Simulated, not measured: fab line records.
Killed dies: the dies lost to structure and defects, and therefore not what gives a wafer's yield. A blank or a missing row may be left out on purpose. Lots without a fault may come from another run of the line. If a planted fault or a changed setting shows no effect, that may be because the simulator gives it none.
Which tool did it? || flow sky130 || 24 lots, 72 wafers sampled, at 6 steps of a route of 708

== WHAT THE GAUGES READ, wafer by wafer ==
SKY_LI_CONTACT_OVL_MEAS_13.
{"lot": "L074", "measured": "day 29 23:08", "on": "overlay-02", "LI_CONTACT_OVL (nm)": "-17 -13 -2"}
{"lot": "L075", "measured": "day 31 00:50", "on": "overlay-01", "LI_CONTACT_OVL (nm)": "-3 -2 -5"}
{"lot": "L076", "measured": "day 30 20:48", "on": "overlay-01", "LI_CONTACT_OVL (nm)": "-11 -3 -3"}
{"lot": "L077", "measured": "day 30 23:12", "on": "overlay-02", "LI_CONTACT_OVL (nm)": "-6 -6 -3"}
{"lot": "L078", "measured": "day 31 17:57", "on": "overlay-02", "LI_CONTACT_OVL (nm)": "-3 -6 -1"}
{"lot": "L079", "measured": "day 31 21:18", "on": "overlay-02", "LI_CONTACT_OVL (nm)": "1 -4 2"}
{"lot": "L080", "measured": "day 32 04:57", "on": "overlay-02", "LI_CONTACT_OVL (nm)": "1 2 3"}
{"lot": "L081", "measured": "day 32 03:56", "on": "overlay-01", "LI_CONTACT_OVL (nm)": "10 2 11"}
{"lot": "L082", "measured": "day 32 22:34", "on": "overlay-02", "LI_CONTACT_OVL (nm)": "-6 -5 -10"}
{"lot": "L083", "measured": "day 33 01:40", "on": "overlay-02", "LI_CONTACT_OVL (nm)": "3 2 1"}
{"lot": "L084", "measured": "day 33 07:06", "on": "overlay-01", "LI_CONTACT_OVL (nm)": "-9 -6 3"}
{"lot": "L085", "measured": "day 33 16:09", "on": "overlay-01", "LI_CONTACT_OVL (nm)": "-11 -4 -8"}
{"lot": "L086", "measured": "day 34 09:38", "on": "overlay-02", "LI_CONTACT_OVL (nm)": "6 -6 -4"}
{"lot": "L087", "measured": "day 34 06:34", "on": "overlay-01", "LI_CONTACT_OVL (nm)": "-4 -10 -5"}
{"lot": "L088", "measured": "day 34 12:23", "on": "overlay-02", "LI_CONTACT_OVL (nm)": "3 3 -1"}
{"lot": "L089", "measured": "day 35 02:44", "on": "overlay-01", "LI_CONTACT_OVL (nm)": "-1 -8 -4"}
{"lot": "L090", "measured": "day 35 04:59", "on": "overlay-01", "LI_CONTACT_OVL (nm)": "-1 -6 -1"}
{"lot": "L091", "measured": "day 35 06:14", "on": "overlay-01", "LI_CONTACT_OVL (nm)": "-12 -9 1"}
{"lot": "L092", "measured": "day 35 14:21", "on": "overlay-01", "LI_CONTACT_OVL (nm)": "-5 -8 5"}
{"lot": "L093", "measured": "day 35 16:08", "on": "overlay-01", "LI_CONTACT_OVL (nm)": "-13 1 -12"}
{"lot": "L094", "measured": "day 36 08:58", "on": "overlay-02", "LI_CONTACT_OVL (nm)": "3 0 1"}
{"lot": "L095", "measured": "day 36 15:53", "on": "overlay-02", "LI_CONTACT_OVL (nm)": "-1 14 0"}
{"lot": "L096", "measured": "day 36 17:47", "on": "overlay-02", "LI_CONTACT_OVL (nm)": "-6 -5 -5"}
{"lot": "L097", "measured": "day 37 08:11", "on": "overlay-01", "LI_CONTACT_OVL (nm)": "0 -5 -2"}

SKY_METAL3_CD_MEAS_13: target cd 300 nm.
{"lot": "L074", "measured": "day 39 11:34", "on": "cdSem-02", "cdNm (nm)": "297.3 296.9 298.3"}
{"lot": "L075", "measured": "day 40 12:13", "on": "cdSem-01", "cdNm (nm)": "299.0 300.4 300.7"}
{"lot": "L076", "measured": "day 40 07:22", "on": "cdSem-02", "cdNm (nm)": "299.4 299.4 298.4"}
{"lot": "L077", "measured": "day 40 10:10", "on": "cdSem-01", "cdNm (nm)": "298.9 298.1 298.6"}
{"lot": "L078", "measured": "day 41 02:16", "on": "cdSem-01", "cdNm (nm)": "299.3 299.2 298.7"}
{"lot": "L079", "measured": "day 41 03:52", "on": "cdSem-02", "cdNm (nm)": "300.4 301.0 301.5"}
{"lot": "L080", "measured": "day 41 12:50", "on": "cdSem-01", "cdNm (nm)": "298.9 300.4 299.6"}
{"lot": "L081", "measured": "day 41 11:07", "on": "cdSem-02", "cdNm (nm)": "299.7 299.7 300.7"}
{"lot": "L082", "measured": "day 42 03:48", "on": "cdSem-01", "cdNm (nm)": "301.6 302.7 301.7"}
{"lot": "L083", "measured": "day 42 07:14", "on": "cdSem-02", "cdNm (nm)": "299.3 301.7 301.4"}
{"lot": "L084", "measured": "day 42 09:31", "on": "cdSem-02", "cdNm (nm)": "298.7 298.5 299.5"}
{"lot": "L085", "measured": "day 42 19:07", "on": "cdSem-02", "cdNm (nm)": "298.0 299.8 300.1"}
{"lot": "L086", "measured": "day 43 09:29", "on": "cdSem-02", "cdNm (nm)": "304.5 303.6 304.1"}
{"lot": "L087", "measured": "day 43 07:27", "on": "cdSem-02", "cdNm (nm)": "302.1 301.2 300.6"}
{"lot": "L088", "measured": "day 43 13:04", "on": "cdSem-02", "cdNm (nm)": "301.1 301.7 300.2"}
{"lot": "L089", "measured": "day 43 23:37", "on": "cdSem-02", "cdNm (nm)": "300.3 299.4 300.6"}
{"lot": "L090", "measured": "day 44 02:00", "on": "cdSem-02", "cdNm (nm)": "300.6 299.5 299.1"}
{"lot": "L091", "measured": "day 44 04:46", "on": "cdSem-01", "cdNm (nm)": "299.7 299.1 298.5"}
{"lot": "L092", "measured": "day 44 10:14", "on": "cdSem-01", "cdNm (nm)": "295.8 298.8 296.6"}
{"lot": "L093", "measured": "day 44 11:11", "on": "cdSem-01", "cdNm (nm)": "301.5 301.2 302.0"}
{"lot": "L094", "measured": "day 45 03:47", "on": "cdSem-02", "cdNm (nm)": "300.1 301.9 301.5"}
{"lot": "L095", "measured": "day 45 07:17", "on": "cdSem-02", "cdNm (nm)": "297.7 297.9 298.8"}
{"lot": "L096", "measured": "day 45 09:46", "on": "cdSem-02", "cdNm (nm)": "300.5 300.3 299.0"}
{"lot": "L097", "measured": "day 45 21:46", "on": "cdSem-02", "cdNm (nm)": "302.2 302.0 302.0"}

SKY_VIA4_RS_MEAS_19: uses a four-point probe to measure.
{"lot": "L074", "measured": "day 43 19:48", "on": "filmMetro-04", "VIA4_W_RS (ohm/sq)": "0.230 0.228 0.232"}
{"lot": "L075", "measured": "day 44 18:08", "on": "filmMetro-01", "VIA4_W_RS (ohm/sq)": "0.225 0.225 0.225"}
{"lot": "L076", "measured": "day 44 13:05", "on": "filmMetro-04", "VIA4_W_RS (ohm/sq)": "0.227 0.230 0.233"}
{"lot": "L077", "measured": "day 44 16:45", "on": "filmMetro-03", "VIA4_W_RS (ohm/sq)": "0.228 0.230 0.230"}
{"lot": "L078", "measured": "day 45 07:58", "on": "filmMetro-04", "VIA4_W_RS (ohm/sq)": "0.227 0.227 0.225"}
{"lot": "L079", "measured": "day 45 08:34", "on": "filmMetro-01", "VIA4_W_RS (ohm/sq)": "0.233 0.226 0.233"}
{"lot": "L080", "measured": "day 45 17:35", "on": "filmMetro-01", "VIA4_W_RS (ohm/sq)": "0.234 0.236 0.234"}
{"lot": "L081", "measured": "day 45 15:35", "on": "filmMetro-04", "VIA4_W_RS (ohm/sq)": "0.226 0.235 0.227"}
{"lot": "L082", "measured": "day 46 07:13", "on": "filmMetro-04", "VIA4_W_RS (ohm/sq)": "0.225 0.225 0.225"}
{"lot": "L083", "measured": "day 46 07:46", "on": "filmMetro-03", "VIA4_W_RS (ohm/sq)": "0.226 0.226 0.225"}
{"lot": "L084", "measured": "day 46 10:35", "on": "filmMetro-01", "VIA4_W_RS (ohm/sq)": "0.229 0.229 0.230"}
{"lot": "L085", "measured": "day 46 19:13", "on": "filmMetro-03", "VIA4_W_RS (ohm/sq)": "0.223 0.233 0.226"}
{"lot": "L086", "measured": "day 47 08:38", "on": "filmMetro-03", "VIA4_W_RS (ohm/sq)": "0.231 0.226 0.229"}
{"lot": "L087", "measured": "day 47 07:04", "on": "filmMetro-01", "VIA4_W_RS (ohm/sq)": "0.229 0.226 0.224"}
{"lot": "L088", "measured": "day 47 12:25", "on": "filmMetro-04", "VIA4_W_RS (ohm/sq)": "0.234 0.228 0.229"}
{"lot": "L089", "measured": "day 47 21:46", "on": "filmMetro-01", "VIA4_W_RS (ohm/sq)": "0.224 0.227 0.225"}
{"lot": "L090", "measured": "day 48 00:04", "on": "filmMetro-01", "VIA4_W_RS (ohm/sq)": "0.233 0.227 0.231"}
{"lot": "L091", "measured": "day 48 02:18", "on": "filmMetro-03", "VIA4_W_RS (ohm/sq)": "0.226 0.226 0.225"}
{"lot": "L092", "measured": "day 48 05:38", "on": "filmMetro-03", "VIA4_W_RS (ohm/sq)": "0.234 0.229 0.232"}
{"lot": "L093", "measured": "day 48 07:55", "on": "filmMetro-03", "VIA4_W_RS (ohm/sq)": "0.231 0.228 0.238"}
{"lot": "L094", "measured": "day 48 22:23", "on": "filmMetro-03", "VIA4_W_RS (ohm/sq)": "0.228 0.228 0.223"}
{"lot": "L095", "measured": "day 49 00:02", "on": "filmMetro-04", "VIA4_W_RS (ohm/sq)": "0.229 0.228 0.228"}
{"lot": "L096", "measured": "day 49 02:57", "on": "filmMetro-04", "VIA4_W_RS (ohm/sq)": "0.230 0.228 0.231"}
{"lot": "L097", "measured": "day 49 13:08", "on": "filmMetro-04", "VIA4_W_RS (ohm/sq)": "0.227 0.230 0.228"}

== WHAT TOOL EACH LOT RAN ON (gives the tool, then ch and the chambers of the sampled wafers, and finally the start) ==
{"lot": "L074", "SKY_FIELD_ISO_CMP_27": "cmp-01 ch 0,2,3, day 2 12:07", "SKY_METAL3_SPUTTER_04": "pvdSputter-02, day 37 06:45", "SKY_METAL4_SPUTTER_04": "pvdSputter-02, day 40 15:57"}
{"lot": "L075", "SKY_FIELD_ISO_CMP_27": "cmp-02 ch 1,2, day 2 18:06", "SKY_METAL3_SPUTTER_04": "pvdSputter-01, day 38 07:33", "SKY_METAL4_SPUTTER_04": "pvdSputter-04, day 41 16:17"}
{"lot": "L076", "SKY_FIELD_ISO_CMP_27": "cmp-02 ch 1,2,3, day 2 20:55", "SKY_METAL3_SPUTTER_04": "pvdSputter-01, day 38 03:28", "SKY_METAL4_SPUTTER_04": "pvdSputter-03, day 41 11:10"}
{"lot": "L077", "SKY_FIELD_ISO_CMP_27": "cmp-02 ch 0,2,3, day 3 03:32", "SKY_METAL3_SPUTTER_04": "pvdSputter-03, day 38 06:13", "SKY_METAL4_SPUTTER_04": "pvdSputter-02, day 41 14:12"}
{"lot": "L078", "SKY_FIELD_ISO_CMP_27": "cmp-02 ch 1,2,3, day 3 07:51", "SKY_METAL3_SPUTTER_04": "pvdSputter-02, day 38 21:49", "SKY_METAL4_SPUTTER_04": "pvdSputter-04, day 42 06:35"}
{"lot": "L079", "SKY_FIELD_ISO_CMP_27": "cmp-01 ch 0,3, day 3 13:07", "SKY_METAL3_SPUTTER_04": "pvdSputter-02, day 39 00:54", "SKY_METAL4_SPUTTER_04": "pvdSputter-02, day 42 07:45"}
{"lot": "L080", "SKY_FIELD_ISO_CMP_27": "cmp-01 ch 0,1,3, day 3 18:01", "SKY_METAL3_SPUTTER_04": "pvdSputter-01, day 39 09:54", "SKY_METAL4_SPUTTER_04": "pvdSputter-03, day 42 16:25"}
{"lot": "L081", "SKY_FIELD_ISO_CMP_27": "cmp-01 ch 0,2,3, day 3 21:38", "SKY_METAL3_SPUTTER_04": "pvdSputter-01, day 39 08:05", "SKY_METAL4_SPUTTER_04": "pvdSputter-02, day 42 15:06"}
{"lot": "L082", "SKY_FIELD_ISO_CMP_27": "cmp-02 ch 0,1, day 4 04:10", "SKY_METAL3_SPUTTER_04": "pvdSputter-01, day 40 01:37", "SKY_METAL4_SPUTTER_04": "pvdSputter-02, day 43 07:07"}
{"lot": "L083", "SKY_FIELD_ISO_CMP_27": "cmp-02 ch 1,2,3, day 4 09:41", "SKY_METAL3_SPUTTER_04": "pvdSputter-02, day 40 05:41", "SKY_METAL4_SPUTTER_04": "pvdSputter-02, day 43 09:41"}
{"lot": "L084", "SKY_FIELD_ISO_CMP_27": "cmp-01 ch 1,2,3, day 4 14:23", "SKY_METAL3_SPUTTER_04": "pvdSputter-03, day 40 08:53", "SKY_METAL4_SPUTTER_04": "pvdSputter-02, day 43 12:16"}
{"lot": "L085", "SKY_FIELD_ISO_CMP_27": "cmp-02 ch 0,1, day 4 20:16", "SKY_METAL3_SPUTTER_04": "pvdSputter-01, day 40 17:44", "SKY_METAL4_SPUTTER_04": "pvdSputter-03, day 43 21:39"}
{"lot": "L086", "SKY_FIELD_ISO_CMP_27": "cmp-01 ch 0,1, day 5 02:08", "SKY_METAL3_SPUTTER_04": "pvdSputter-03, day 41 09:57", "SKY_METAL4_SPUTTER_04": "pvdSputter-02, day 44 12:34"}
{"lot": "L087", "SKY_FIELD_ISO_CMP_27": "cmp-01 ch 0,1,2, day 5 05:52", "SKY_METAL3_SPUTTER_04": "pvdSputter-03, day 41 06:56", "SKY_METAL4_SPUTTER_04": "pvdSputter-03, day 44 10:35"}
{"lot": "L088", "SKY_FIELD_ISO_CMP_27": "cmp-01 ch 0,1,3, day 5 12:00", "SKY_METAL3_SPUTTER_04": "pvdSputter-02, day 41 11:27", "SKY_METAL4_SPUTTER_04": "pvdSputter-03, day 44 15:48"}
{"lot": "L089", "SKY_FIELD_ISO_CMP_27": "cmp-02 ch 0,1,3, day 5 17:25", "SKY_METAL3_SPUTTER_04": "pvdSputter-02, day 41 23:41", "SKY_METAL4_SPUTTER_04": "pvdSputter-03, day 45 02:31"}
{"lot": "L090", "SKY_FIELD_ISO_CMP_27": "cmp-02 ch 0,1,2, day 6 00:44", "SKY_METAL3_SPUTTER_04": "pvdSputter-03, day 42 02:28", "SKY_METAL4_SPUTTER_04": "pvdSputter-04, day 45 04:32"}
{"lot": "L091", "SKY_FIELD_ISO_CMP_27": "cmp-01 ch 1,3, day 6 04:32", "SKY_METAL3_SPUTTER_04": "pvdSputter-03, day 42 04:57", "SKY_METAL4_SPUTTER_04": "pvdSputter-02, day 45 06:34"}
{"lot": "L092", "SKY_FIELD_ISO_CMP_27": "cmp-02 ch 0,1,2, day 6 08:56", "SKY_METAL3_SPUTTER_04": "pvdSputter-01, day 42 11:29", "SKY_METAL4_SPUTTER_04": "pvdSputter-02, day 45 11:22"}
{"lot": "L093", "SKY_FIELD_ISO_CMP_27": "cmp-01 ch 0,1,3, day 6 11:44", "SKY_METAL3_SPUTTER_04": "pvdSputter-03, day 42 11:43", "SKY_METAL4_SPUTTER_04": "pvdSputter-02, day 45 13:15"}
{"lot": "L094", "SKY_FIELD_ISO_CMP_27": "cmp-02 ch 1,2,3, day 6 17:27", "SKY_METAL3_SPUTTER_04": "pvdSputter-02, day 43 04:39", "SKY_METAL4_SPUTTER_04": "pvdSputter-03, day 46 05:16"}
{"lot": "L095", "SKY_FIELD_ISO_CMP_27": "cmp-02 ch 2,3, day 6 22:53", "SKY_METAL3_SPUTTER_04": "pvdSputter-02, day 43 08:35", "SKY_METAL4_SPUTTER_04": "pvdSputter-04, day 46 08:35"}
{"lot": "L096", "SKY_FIELD_ISO_CMP_27": "cmp-01 ch 0,1,2, day 7 04:00", "SKY_METAL3_SPUTTER_04": "pvdSputter-02, day 43 11:13", "SKY_METAL4_SPUTTER_04": "pvdSputter-03, day 46 10:44"}
{"lot": "L097", "SKY_FIELD_ISO_CMP_27": "cmp-02 ch 0,1,3, day 7 08:23", "SKY_METAL3_SPUTTER_04": "pvdSputter-02, day 44 00:17", "SKY_METAL4_SPUTTER_04": "pvdSputter-03, day 46 22:17"}
- SKY_FIELD_ISO_CMP_27: polishes, stops on Si3N4, t overpolish 16 s, target thk 457.8 nm.
- SKY_METAL3_SPUTTER_04: material TiN, target thk 70 nm, time 58.3 s.
- SKY_METAL4_SPUTTER_04: material TiN, target thk 70 nm, time 58.3 s.

== AS READ BY THE TOOLS THEMSELVES (means over the sampled wafers that have a number; for cases with no such wafer, the mark the record gives instead) ==
SKY_FIELD_ISO_CMP_27.
{"lot": "L074", "tool": "cmp-01", "edgeZonePressureFrac": 0.995, "motorCurrentA (A)": 12.3, "overpolishRunS (s)": 15.997, "platenRpm (rpm)": 60.04, "timeToEndpointS (s)": 110}
{"lot": "L075", "tool": "cmp-02", "edgeZonePressureFrac": 1.008, "motorCurrentA (A)": 12.1, "overpolishRunS (s)": 15.998, "platenRpm (rpm)": 59.98, "timeToEndpointS (s)": 109}
{"lot": "L076", "tool": "cmp-02", "edgeZonePressureFrac": 1.005, "motorCurrentA (A)": 12.2, "overpolishRunS (s)": 15.995, "platenRpm (rpm)": 60.03, "timeToEndpointS (s)": 118}
{"lot": "L077", "tool": "cmp-02", "edgeZonePressureFrac": 1.002, "motorCurrentA (A)": 11.4, "overpolishRunS (s)": 15.999, "platenRpm (rpm)": 60.01, "timeToEndpointS (s)": 114}
{"lot": "L078", "tool": "cmp-02", "edgeZonePressureFrac": 0.997, "motorCurrentA (A)": 11.9, "overpolishRunS (s)": 16.002, "platenRpm (rpm)": 60.05, "timeToEndpointS (s)": 115}
{"lot": "L079", "tool": "cmp-01", "edgeZonePressureFrac": 1.000, "motorCurrentA (A)": 13.6, "overpolishRunS (s)": 15.993, "platenRpm (rpm)": 59.97, "timeToEndpointS (s)": 112}
{"lot": "L080", "tool": "cmp-01", "edgeZonePressureFrac": 0.996, "motorCurrentA (A)": 12.9, "overpolishRunS (s)": 16.010, "platenRpm (rpm)": 60.01, "timeToEndpointS (s)": 111}
{"lot": "L081", "tool": "cmp-01", "edgeZonePressureFrac": 0.999, "motorCurrentA (A)": 12.8, "overpolishRunS (s)": 16.008, "platenRpm (rpm)": 60.04, "timeToEndpointS (s)": 110}
{"lot": "L082", "tool": "cmp-02", "edgeZonePressureFrac": 0.996, "motorCurrentA (A)": 10.5, "overpolishRunS (s)": 15.999, "platenRpm (rpm)": 59.95, "timeToEndpointS (s)": 109}
{"lot": "L083", "tool": "cmp-02", "edgeZonePressureFrac": 1.001, "motorCurrentA (A)": 12.0, "overpolishRunS (s)": 16.003, "platenRpm (rpm)": 59.97, "timeToEndpointS (s)": 115}
{"lot": "L084", "tool": "cmp-01", "edgeZonePressureFrac": 0.997, "motorCurrentA (A)": 11.4, "overpolishRunS (s)": 16.001, "platenRpm (rpm)": 59.99, "timeToEndpointS (s)": 108}
{"lot": "L085", "tool": "cmp-02", "edgeZonePressureFrac": 0.999, "motorCurrentA (A)": 10.9, "overpolishRunS (s)": 15.993, "platenRpm (rpm)": 59.95, "timeToEndpointS (s)": 108}
{"lot": "L086", "tool": "cmp-01", "edgeZonePressureFrac": 0.998, "motorCurrentA (A)": 13.1, "overpolishRunS (s)": 15.995, "platenRpm (rpm)": 59.98, "timeToEndpointS (s)": 108}
{"lot": "L087", "tool": "cmp-01", "edgeZonePressureFrac": 1.001, "motorCurrentA (A)": 12.9, "overpolishRunS (s)": 15.993, "platenRpm (rpm)": 60.01, "timeToEndpointS (s)": 109}
{"lot": "L088", "tool": "cmp-01", "edgeZonePressureFrac": 0.997, "motorCurrentA (A)": 12.8, "overpolishRunS (s)": 16.003, "platenRpm (rpm)": 60.02, "timeToEndpointS (s)": 111}
{"lot": "L089", "tool": "cmp-02", "edgeZonePressureFrac": 0.997, "motorCurrentA (A)": 11.4, "overpolishRunS (s)": 15.998, "platenRpm (rpm)": 59.98, "timeToEndpointS (s)": 115}
{"lot": "L090", "tool": "cmp-02", "edgeZonePressureFrac": 1.000, "motorCurrentA (A)": 11.6, "overpolishRunS (s)": 16.002, "platenRpm (rpm)": 59.98, "timeToEndpointS (s)": 110}
{"lot": "L091", "tool": "cmp-01", "edgeZonePressureFrac": 1.000, "motorCurrentA (A)": 11.8, "overpolishRunS (s)": 15.999, "platenRpm (rpm)": 60.01, "timeToEndpointS (s)": 106}
{"lot": "L092", "tool": "cmp-02", "edgeZonePressureFrac": 0.996, "motorCurrentA (A)": 11.3, "overpolishRunS (s)": 15.996, "platenRpm (rpm)": 59.97, "timeToEndpointS (s)": 110}
{"lot": "L093", "tool": "cmp-01", "edgeZonePressureFrac": 0.999, "motorCurrentA (A)": 13.0, "overpolishRunS (s)": 16.002, "platenRpm (rpm)": 60.05, "timeToEndpointS (s)": 109}
{"lot": "L094", "tool": "cmp-02", "edgeZonePressureFrac": 1.000, "motorCurrentA (A)": 12.5, "overpolishRunS (s)": 16.002, "platenRpm (rpm)": 59.98, "timeToEndpointS (s)": 109}
{"lot": "L095", "tool": "cmp-02", "edgeZonePressureFrac": 1.002, "motorCurrentA (A)": 12.5, "overpolishRunS (s)": 16.002, "platenRpm (rpm)": 59.95, "timeToEndpointS (s)": 121}
{"lot": "L096", "tool": "cmp-01", "edgeZonePressureFrac": 1.001, "motorCurrentA (A)": 12.4, "overpolishRunS (s)": 16.004, "platenRpm (rpm)": 59.99, "timeToEndpointS (s)": 113}
{"lot": "L097", "tool": "cmp-02", "edgeZonePressureFrac": 0.995, "motorCurrentA (A)": 11.5, "overpolishRunS (s)": 16.001, "platenRpm (rpm)": 60.03, "timeToEndpointS (s)": 110}

SKY_METAL3_SPUTTER_04.
{"lot": "L074", "tool": "pvdSputter-02", "throttleValvePct (%)": 31.0}
{"lot": "L075", "tool": "pvdSputter-01", "throttleValvePct (%)": 30.1}
{"lot": "L076", "tool": "pvdSputter-01", "throttleValvePct (%)": 30.8}
{"lot": "L077", "tool": "pvdSputter-03", "throttleValvePct (%)": 29.4}
{"lot": "L078", "tool": "pvdSputter-02", "throttleValvePct (%)": 30.5}
{"lot": "L079", "tool": "pvdSputter-02", "throttleValvePct (%)": 29.5}
{"lot": "L080", "tool": "pvdSputter-01", "throttleValvePct (%)": 30.1}
{"lot": "L081", "tool": "pvdSputter-01", "throttleValvePct (%)": 30.6}
{"lot": "L082", "tool": "pvdSputter-01", "throttleValvePct (%)": 30.6}
{"lot": "L083", "tool": "pvdSputter-02", "throttleValvePct (%)": 31.4}
{"lot": "L084", "tool": "pvdSputter-03", "throttleValvePct (%)": 29.7}
{"lot": "L085", "tool": "pvdSputter-01", "throttleValvePct (%)": 30.8}
{"lot": "L086", "tool": "pvdSputter-03", "throttleValvePct (%)": 29.6}
{"lot": "L087", "tool": "pvdSputter-03", "throttleValvePct (%)": 29.6}
{"lot": "L088", "tool": "pvdSputter-02", "throttleValvePct (%)": 30.9}
{"lot": "L089", "tool": "pvdSputter-02", "throttleValvePct (%)": 29.8}
{"lot": "L090", "tool": "pvdSputter-03", "throttleValvePct (%)": 29.1}
{"lot": "L091", "tool": "pvdSputter-03", "throttleValvePct (%)": 29.4}
{"lot": "L092", "tool": "pvdSputter-01", "throttleValvePct (%)": 30.8}
{"lot": "L093", "tool": "pvdSputter-03", "throttleValvePct (%)": 29.3}
{"lot": "L094", "tool": "pvdSputter-02", "throttleValvePct (%)": 29.9}
{"lot": "L095", "tool": "pvdSputter-02", "throttleValvePct (%)": 30.3}
{"lot": "L096", "tool": "pvdSputter-02", "throttleValvePct (%)": 30.5}
{"lot": "L097", "tool": "pvdSputter-02", "throttleValvePct (%)": 29.8}

SKY_METAL4_SPUTTER_04.
{"lot": "L074", "tool": "pvdSputter-02", "throttleValvePct (%)": 30.3}
{"lot": "L075", "tool": "pvdSputter-04", "throttleValvePct (%)": 29.9}
{"lot": "L076", "tool": "pvdSputter-03", "throttleValvePct (%)": 29.3}
{"lot": "L077", "tool": "pvdSputter-02", "throttleValvePct (%)": 29.9}
{"lot": "L078", "tool": "pvdSputter-04", "throttleValvePct (%)": 30.5}
{"lot": "L079", "tool": "pvdSputter-02", "throttleValvePct (%)": 30.8}
{"lot": "L080", "tool": "pvdSputter-03", "throttleValvePct (%)": 29.3}
{"lot": "L081", "tool": "pvdSputter-02", "throttleValvePct (%)": 30.6}
{"lot": "L082", "tool": "pvdSputter-02", "throttleValvePct (%)": 29.2}
{"lot": "L083", "tool": "pvdSputter-02", "throttleValvePct (%)": 30.5}
{"lot": "L084", "tool": "pvdSputter-02", "throttleValvePct (%)": 31.3}
{"lot": "L085", "tool": "pvdSputter-03", "throttleValvePct (%)": 29.6}
{"lot": "L086", "tool": "pvdSputter-02", "throttleValvePct (%)": 29.7}
{"lot": "L087", "tool": "pvdSputter-03", "throttleValvePct (%)": 29.6}
{"lot": "L088", "tool": "pvdSputter-03", "throttleValvePct (%)": 29.6}
{"lot": "L089", "tool": "pvdSputter-03", "throttleValvePct (%)": 29.6}
{"lot": "L090", "tool": "pvdSputter-04", "throttleValvePct (%)": 30.2}
{"lot": "L091", "tool": "pvdSputter-02", "throttleValvePct (%)": 30.3}
{"lot": "L092", "tool": "pvdSputter-02", "throttleValvePct (%)": 30.6}
{"lot": "L093", "tool": "pvdSputter-02", "throttleValvePct (%)": 30.8}
{"lot": "L094", "tool": "pvdSputter-03", "throttleValvePct (%)": 29.8}
{"lot": "L095", "tool": "pvdSputter-04", "throttleValvePct (%)": 29.8}
{"lot": "L096", "tool": "pvdSputter-03", "throttleValvePct (%)": 29.7}
{"lot": "L097", "tool": "pvdSputter-03", "throttleValvePct (%)": 29.9}

== THE ANSWER, worked out from the rows above alone ==
Rule: the usual values come from the lots themselves. The widest of any qualifying gaps counts: lots, ordered by their means at a reading, are off when they make up no more than a third of the lots, leave a main group of 4 or more, and stand apart from it by 3 or more times the standard deviation of that group's means. A main group whose means are all the same, to the digits that the tables above print for the reading, isn't used. Also off: a lot with no number at a reading for which 4 or more lots have one. Where the step has rows for the other lots, those lots are counted as sound. After the gauges, taken in route order, come the tools' own readings; for these a lot's mean is taken, as printed above. At the first step where some lot is off, the reading lying furthest off is the one used; lots without a number count as furthest.
Nothing can be told from this: no lot is off at any reading shown.

== WHAT THE SIMULATOR HAD INSERTED ==
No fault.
